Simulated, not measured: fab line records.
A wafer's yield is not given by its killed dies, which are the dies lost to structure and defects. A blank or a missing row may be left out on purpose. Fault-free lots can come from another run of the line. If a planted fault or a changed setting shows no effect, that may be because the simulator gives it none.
fab line records -- flow sky130
record: lots: 11, wafers: 33, lastDay: 50
route steps=708 shown NWELL@78 VT_ADJUST_LVTN@115 SONOS_ONO@183 GATE_OXIDE@200
lots with no fault: from the same line, run without faults
startH: hours from the record's opening day to when the first of the lot's shown wafers began -- waitH: hours from the lot's prior step to this one -- " unchanged from the row above -- L1.1+2: several wafers, shown together as one row -- - no value present, or no start provided -- * or withheld: withheld -- < > ~ a bound
route shown NAME@n: a module of which the file shows steps, and the number in the route of the first -- usual: mean/standard deviation of fault-free wafers -- same: alike in all rows -- chamber/n: place in a boat -- sites: the reading at each site -- _std_site: how widely they spread, as a standard deviation -- _edge_site: inner sites' mean taken away from outer sites' mean -- radiusMm: for every site, how far away it sits from the centre of the wafer -- mask NAME#n: copy n -- behind: the tool/chamber that last shaped the wafer -- hold: cause of the lot's hold/its duration in hours/its outcome -- device: the transistor (n, p or np) that didn't switch -- end of line: at the end of the route, the tests of the same wafers -- where a step has no rows: the recipe by itself -- killed: dies that structure and defects cost at the first sort, which is not the same as the wafer's yield -- map: shows each die of a wafer: x if killed, . if not, _ if none is there
set.NAME: setting as actually run; set.NAME@STEP: the setting as run at that earlier step -- model.NAME: the simulator's own value behind a step, which no gauge read
one table for each step of the route and one row for each wafer, over a sample of lots
services: a tool's chamber out of use, with start hour (startH, from the record's first day; less than 0 if before it), hours out, and reason
== steps ==
step: SKY_NWELL_STRIP_25
recipe: chemistry: O2/N2, powerW: 1400, pressureMtorr: 1500, platenTempC: withheld, o2FlowSccm: 3000, n2FlowSccm: 300, overashFraction: 0.5
usual: drypumpMotorCurrentA: 6.1/0.45, oesProductAu: 0.722/0.0042, stripTimeToEndpointS: 36.91/0.079
lot.wafer,tool,chamber,startH,waitH,drypumpMotorCurrentA,oesProductAu,rfHoursCounterH,stripTimeToEndpointS
L166.2,plasmaAsher-03,0,114.93,0.1,6.3,0.723,28,36.97
L166.3,plasmaAsher-03,1,114.93,0.1,6.6,0.728,-,36.97
L166.6,plasmaAsher-03,0,114.93,0.1,6.3,0.726,-,36.97
L168.2,plasmaAsher-04,1,125.41,0.1,5.2,0.719,43,36.92
L168.3,plasmaAsher-04,0,125.41,0.1,6.3,0.726,-,36.89
L168.4,plasmaAsher-04,1,125.41,0.1,5.2,0.719,-,36.87
L170.2,plasmaAsher-02,1,138.99,0.1,6.1,0.719,46,36.83
L170.3,plasmaAsher-02,0,138.99,0.1,5.7,0.726,-,36.73
L170.4,plasmaAsher-02,1,138.99,0.1,6.1,0.721,-,36.78
L171.1,plasmaAsher-04,1,143.54,0.1,5.2,0.718,45,36.94
L171.2,plasmaAsher-04,0,143.54,0.1,6.3,0.719,45,36.97
L171.3,plasmaAsher-04,0,143.54,0.1,6.3,0.718,-,37.03
L178.2,plasmaAsher-03,0,184.01,0.1,6.3,0.725,35,37.06
L178.4,plasmaAsher-03,0,184.01,0.1,6.3,0.726,-,36.88
L178.6,plasmaAsher-03,0,184.01,0.1,6.3,0.726,-,36.99
L179.1,plasmaAsher-03,1,189.18,0.1,6.5,0.722,36,36.85
L179.3,plasmaAsher-03,0,189.18,0.1,6.3,0.725,-,36.95
L179.4,plasmaAsher-03,1,189.18,0.1,6.5,0.724,-,36.92
L184.3,plasmaAsher-03,0,217.99,0.1,6.3,0.730,-,36.81
L184.4,plasmaAsher-03,1,217.99,0.1,6.5,0.728,-,36.77
L184.5,plasmaAsher-03,1,217.99,0.1,6.5,0.720,-,36.79
L185.1,plasmaAsher-03,0,227.26,0.1,6.3,0.727,40,36.99
L185.2,plasmaAsher-03,1,227.26,0.1,6.5,0.720,40,36.88
L185.4,plasmaAsher-03,0,227.26,0.1,6.3,0.728,-,36.93
L186.2,plasmaAsher-04,0,234.48,0.1,6.3,0.726,53,37.03
L186.3,plasmaAsher-04,0,234.48,0.1,6.3,0.727,-,37.15
L186.6,plasmaAsher-04,0,234.48,0.1,6.3,0.717,-,37.03
L187.1,plasmaAsher-02,1,239.23,0.1,6.1,0.722,56,36.83
L187.3,plasmaAsher-02,0,239.23,0.1,5.7,0.717,-,36.82
L187.5,plasmaAsher-02,1,239.23,0.1,6.1,0.725,-,36.84
L188.2,plasmaAsher-03,0,243.01,0.1,6.3,0.727,41,36.85
L188.3,plasmaAsher-03,1,243.01,0.1,6.5,0.715,-,36.81
L188.4,plasmaAsher-03,0,243.01,0.1,6.3,0.716,-,36.73
step: SKY_VT_ADJUST_LVTN_OVL_MEAS_18
usual: VT_ADJUST_LVTN_01_OVL: -0.3/1.9
lot.wafer,tool,chamber,startH,waitH,VT_ADJUST_LVTN_01_OVL[nm]
L166.2,overlay-01,-,175.11,0.1,-1.1
L166.3,overlay-01,-,175.11,0.1,-2.6
L166.6,overlay-01,-,175.11,0.1,-4.2
L168.2,overlay-02,-,186.42,0.1,2.8
L168.3,overlay-02,-,186.42,0.1,2.6
L168.4,overlay-02,-,186.42,0.1,1.4
L170.2,overlay-02,-,201.27,0.1,-0.1
L170.3,overlay-02,-,201.27,0.1,0.4
L170.4,overlay-02,-,201.27,0.1,0.1
L171.1,overlay-01,-,206.94,0.1,-0.2
L171.2,overlay-01,-,206.94,0.1,0.5
L171.3,overlay-01,-,206.94,0.1,-1.3
L178.2,overlay-01,-,251.50,0.1,0.0
L178.4,overlay-01,-,251.50,0.1,1.5
L178.6,overlay-01,-,251.50,0.1,1.2
L179.1,overlay-02,-,256.36,0.1,-1.7
L179.3,overlay-02,-,256.36,0.1,-2.0
L179.4,overlay-02,-,256.36,0.1,-1.3
L184.3,overlay-02,-,286.61,0.1,-1.0
L184.4,overlay-02,-,286.61,0.1,-2.1
L184.5,overlay-02,-,286.61,0.1,-1.0
L185.1,overlay-01,-,297.51,0.1,-3.0
L185.2,overlay-01,-,297.51,0.1,-2.9
L185.4,overlay-01,-,297.51,0.1,-3.2
L186.2,overlay-02,-,304.41,0.1,3.1
L186.3,overlay-02,-,304.41,0.1,3.0
L186.6,overlay-02,-,304.41,0.1,2.2
L187.1,overlay-02,-,310.64,0.1,-2.3
L187.3,overlay-02,-,310.64,0.1,-3.4
L187.5,overlay-02,-,310.64,0.1,-2.1
L188.2,overlay-01,-,314.80,0.1,-3.7
L188.3,overlay-01,-,314.80,0.1,-3.8
L188.4,overlay-01,-,314.80,0.1,-1.9
step: SKY_SONOS_ONO_ETCH_15
recipe: targetDepthNm: 19.52, chemistry: CHF3/O2, sourceW: 600, biasW: 200, pressureMtorr: 40, chf3FlowSccm: 50, O2_flow_sccm: 5, timeS: 7.8
usual: drypumpMotorCurrentA: 5.4/0.34, oesProductAu: 0.990/0.011, throttleValvePct: 8.823/0.009
lot.wafer,tool,chamber,startH,waitH,drypumpMotorCurrentA,oesProductAu,rfHoursCounterH,throttleValvePct
L166.2,rieDiel-02,3,301.28,0.0,5.7,0.989,6,8.824
L166.3,rieDiel-02,0,301.28,0.0,5.7,0.993,4,8.825
L166.6,rieDiel-02,2,301.28,0.0,5.4,1.004,-,8.835
L168.2,rieDiel-04,1,309.98,0.0,5.2,1.015,13,8.809
L168.3,rieDiel-04,3,309.98,0.0,5.4,0.999,0,8.822
L168.4,rieDiel-04,0,309.98,0.0,5.3,0.969,5,8.812
L170.2,rieDiel-03,3,324.27,0.0,6.1,0.988,32,8.829
L170.3,rieDiel-03,1,324.27,0.0,5.4,0.990,8,8.811
L170.4,rieDiel-03,0,324.27,0.0,4.8,0.987,61,8.813
L171.1,rieDiel-03,0,332.82,0.0,4.9,0.979,61,8.817
L171.2,rieDiel-03,3,332.82,0.0,6.1,0.983,32,8.818
L171.3,rieDiel-03,2,332.82,0.0,5.0,0.990,11,8.805
L178.2,rieDiel-02,2,383.62,0.0,5.4,0.995,21,8.821
L178.4,rieDiel-02,0,383.62,0.0,5.7,0.995,5,8.812
L178.6,rieDiel-02,3,383.62,0.0,5.7,0.979,-,8.822
L179.1,rieDiel-02,0,392.47,0.0,5.7,0.998,5,8.819
L179.3,rieDiel-02,3,392.47,0.0,5.7,0.983,7,8.810
L179.4,rieDiel-02,1,392.47,0.0,5.6,0.995,2,8.820
L184.3,rieDiel-03,3,432.00,0.0,6.1,0.966,34,8.833
L184.4,rieDiel-03,1,432.00,0.0,5.4,0.986,-,8.824
L184.5,rieDiel-03,0,432.00,0.0,4.8,0.971,-,8.821
L185.1,rieDiel-04,3,443.20,0.0,5.4,1.004,4,8.839
L185.2,rieDiel-04,0,443.20,0.0,5.3,0.991,8,8.834
L185.4,rieDiel-04,1,443.20,0.0,5.2,1.006,16,8.815
L186.2,rieDiel-03,2,456.30,0.0,5.0,1.004,13,8.823
L186.3,rieDiel-03,3,456.30,0.0,6.1,0.982,35,8.816
L186.6,rieDiel-03,1,456.30,0.0,5.4,0.994,-,8.830
L187.1,rieDiel-03,0,459.85,0.0,4.8,0.974,63,8.818
L187.3,rieDiel-03,3,459.85,0.0,6.1,0.986,35,8.818
L187.5,rieDiel-03,2,459.85,0.0,5.0,0.995,-,8.829
L188.2,rieDiel-02,1,463.22,0.0,5.6,0.975,3,8.820
L188.3,rieDiel-02,3,463.22,0.0,5.7,0.983,8,8.827
L188.4,rieDiel-02,2,463.22,0.0,5.4,0.985,23,8.815
step: SKY_SONOS_ONO_STRIP_17
recipe: chemistry: O2/N2, powerW: 1400, pressureMtorr: 1500, platenTempC: withheld, o2FlowSccm: 3000, n2FlowSccm: 300, overashFraction: 0.5
usual: drypumpMotorCurrentA: 5.9/0.55, oesProductAu: 0.711/0.0042, stripTimeToEndpointS: 14.10/0.039
lot.wafer,tool,chamber,startH,waitH,drypumpMotorCurrentA,oesProductAu,rfHoursCounterH,stripTimeToEndpointS
L166.2,plasmaAsher-04,0,301.39,0.0,6.3,0.703,60,14.12
L166.3,plasmaAsher-04,1,301.39,0.0,5.2,0.714,-,14.15
L166.6,plasmaAsher-04,1,301.39,0.0,5.2,0.714,-,14.12
L168.2,plasmaAsher-04,1,310.09,0.0,5.2,0.715,61,14.12
L168.3,plasmaAsher-04,0,310.09,0.0,6.3,0.701,-,14.16
L168.4,plasmaAsher-04,1,310.09,0.0,5.2,0.714,-,14.15
L170.2,plasmaAsher-03,0,324.38,0.0,6.3,0.716,49,14.25
L170.3,plasmaAsher-03,0,324.38,0.0,6.3,0.714,-,14.14
L170.4,plasmaAsher-03,1,324.38,0.0,6.5,0.713,-,14.14
L171.1,plasmaAsher-03,0,332.93,0.0,6.3,0.711,50,14.09
L171.2,plasmaAsher-03,1,332.93,0.0,6.5,0.713,50,14.23
L171.3,plasmaAsher-03,0,332.93,0.0,6.3,0.714,-,14.15
L178.2,plasmaAsher-01,0,383.72,0.0,5.2,0.707,26,14.06
L178.4,plasmaAsher-01,0,383.72,0.0,5.1,0.709,-,14.04
L178.6,plasmaAsher-01,0,383.72,0.0,5.2,0.710,-,14.06
L179.1,plasmaAsher-04,0,392.57,0.0,6.3,0.713,68,14.06
L179.3,plasmaAsher-04,1,392.57,0.0,5.2,0.709,-,14.02
L179.4,plasmaAsher-04,0,392.57,0.0,6.3,0.713,-,14.04
L184.3,plasmaAsher-04,1,432.15,0.0,5.2,0.716,-,14.13
L184.4,plasmaAsher-04,0,432.15,0.0,6.3,0.713,-,14.09
L184.5,plasmaAsher-04,1,432.15,0.0,5.2,0.705,-,14.09
L185.1,plasmaAsher-03,1,443.31,0.0,6.5,0.713,61,14.06
L185.2,plasmaAsher-03,0,443.31,0.0,6.2,0.709,61,14.12
L185.4,plasmaAsher-03,1,443.31,0.0,6.5,0.711,-,14.06
L186.2,plasmaAsher-01,0,456.41,0.0,5.2,0.715,34,14.11
L186.3,plasmaAsher-01,1,456.41,0.0,5.7,0.712,-,14.04
L186.6,plasmaAsher-01,0,456.41,0.0,5.2,0.716,-,14.10
L187.1,plasmaAsher-04,0,460.06,0.0,6.3,0.715,76,14.09
L187.3,plasmaAsher-04,0,460.06,0.0,6.3,0.713,-,14.11
L187.5,plasmaAsher-04,0,460.06,0.0,6.3,0.718,-,14.06
L188.2,plasmaAsher-03,0,463.32,0.0,6.3,0.712,63,14.05
L188.3,plasmaAsher-03,1,463.32,0.0,6.5,0.709,-,14.08
L188.4,plasmaAsher-03,0,463.32,0.0,6.3,0.705,-,14.05
step: SKY_GATE_OXIDE_STRIP_13
recipe: chemistry: O2/N2, powerW: 1400, pressureMtorr: 1500, platenTempC: withheld, o2FlowSccm: 3000, n2FlowSccm: 300, overashFraction: 0.5
usual: drypumpMotorCurrentA: 5.7/0.36, oesProductAu: 0.715/0.0047, stripTimeToEndpointS: 14.17/0.034
lot.wafer,tool,chamber,startH,waitH,drypumpMotorCurrentA,oesProductAu,rfHoursCounterH,stripTimeToEndpointS
L166.2,plasmaAsher-02,1,330.21,0.0,6.1,0.717,64,14.17
L166.3,plasmaAsher-02,1,330.21,0.0,6.1,0.712,-,14.20
L166.6,plasmaAsher-02,1,330.21,0.0,6.1,0.710,-,14.21
L168.2,plasmaAsher-01,0,339.63,0.0,5.2,0.716,22,14.13
L168.3,plasmaAsher-01,1,339.63,0.0,5.7,0.709,-,14.14
L168.4,plasmaAsher-01,0,339.63,0.0,5.2,0.718,-,14.10
L170.2,plasmaAsher-02,0,354.27,0.0,5.7,0.718,66,14.14
L170.3,plasmaAsher-02,1,354.27,0.0,6.1,0.709,-,14.17
L170.4,plasmaAsher-02,0,354.27,0.0,5.7,0.715,-,14.11
L171.1,plasmaAsher-04,0,362.94,0.0,6.3,0.723,65,14.13
L171.2,plasmaAsher-04,1,362.94,0.0,5.2,0.714,65,14.14
L171.3,plasmaAsher-04,0,362.94,0.0,6.3,0.721,-,14.18
L178.2,plasmaAsher-02,1,417.18,0.0,6.1,0.713,72,14.19
L178.4,plasmaAsher-02,0,417.18,0.0,5.7,0.720,-,14.24
L178.6,plasmaAsher-02,1,417.18,0.0,6.1,0.711,-,14.17
L179.1,plasmaAsher-04,1,425.11,0.0,5.2,0.705,72,14.17
L179.3,plasmaAsher-04,0,425.11,0.0,6.3,0.713,-,14.18
L179.4,plasmaAsher-04,1,425.11,0.0,5.2,0.716,-,14.19
L184.3,plasmaAsher-02,1,465.96,0.0,6.1,0.720,-,14.22
L184.4,plasmaAsher-02,0,465.96,0.0,5.7,0.712,-,14.19
L184.5,plasmaAsher-02,1,465.96,0.0,6.1,0.718,-,14.15
L185.1,plasmaAsher-01,1,476.36,0.0,5.7,0.717,35,14.21
L185.2,plasmaAsher-01,0,476.36,0.0,5.2,0.715,35,14.19
L185.4,plasmaAsher-01,1,476.36,0.0,5.7,0.711,-,14.15
L186.2,plasmaAsher-02,1,488.91,0.0,6.1,0.707,5,14.21
L186.3,plasmaAsher-02,1,488.91,0.0,6.1,0.721,-,14.18
L186.6,plasmaAsher-02,1,488.91,0.0,6.1,0.721,-,14.14
L187.1,plasmaAsher-01,0,493.05,0.0,5.2,0.716,37,14.16
L187.3,plasmaAsher-01,0,493.05,0.0,5.2,0.715,-,14.13
L187.5,plasmaAsher-01,0,493.05,0.0,5.2,0.716,-,14.11
L188.2,plasmaAsher-02,0,497.48,0.0,5.7,0.713,6,14.12
L188.3,plasmaAsher-02,0,497.48,0.0,5.7,0.724,-,14.14
L188.4,plasmaAsher-02,1,497.48,0.0,6.1,0.711,-,14.14
== services ==
tool,chamber,startH,hours,kind
plasmaAsher-01,-,108.75,9.0,pm
rieDiel-02,1,110.48,8.6,repair
plasmaAsher-04,-,120.87,2.1,repair
rieDiel-03,-,127.36,1.1,repair
rieDiel-03,2,131.64,9.1,repair
rieDiel-02,-,140.91,2.8,pm
rieDiel-02,1,176.11,4.7,repair
rieDiel-04,-,184.21,0.4,repair
plasmaAsher-04,-,240.41,1.6,repair
plasmaAsher-02,-,257.47,1.8,repair
rieDiel-03,2,347.02,6.0,repair
plasmaAsher-03,-,368.85,0.5,repair
plasmaAsher-03,-,380.14,2.0,repair
rieDiel-02,2,404.78,2.1,repair
plasmaAsher-02,-,405.66,4.3,pm
rieDiel-02,0,411.01,17.9,repair
rieDiel-03,2,416.54,16.6,repair
plasmaAsher-02,-,421.25,9.0,pm
plasmaAsher-02,-,435.39,3.8,repair
plasmaAsher-02,-,446.21,2.8,pm
plasmaAsher-01,-,462.75,1.9,repair
plasmaAsher-01,-,467.02,1.6,repair
rieDiel-03,0,482.63,5.6,repair
rieDiel-02,-,487.15,15.6,pm
== key ==
firstSign: step: SKY_SONOS_ONO_STRIP_17, reading: stripTimeToEndpointS, direction: up, sigmas: 3.6, usual: *, struck: *
effect none on later readings
metAt SKY_SONOS_ONO_ETCH_15
struckLots L170,L171
struckWafers L170.2,L171.2
testerLeftOut L170,L171
notActingAt SKY_NWELL_STRIP_25,SKY_VT_ADJUST_LVTN_OVL_MEAS_18,SKY_GATE_OXIDE_STRIP_13
fault: kind: processParameterDrift, tool: rieDiel-03, chamber: -, onsetH: 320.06, steps: SKY_SONOS_ONO_ETCH_15, channel: timeS, offset: *, shape: step, endH: 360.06, scope: struckWafersOnly, actsIn: *, stated: *
testerLeftOut: of these lots the tester's yield and bins aren't shown, on N5 and GAA mostly nor the transistor test; their killed dies are dies lost to structure and defects alone, not to doping, threshold or leakage, so they don't give the yield
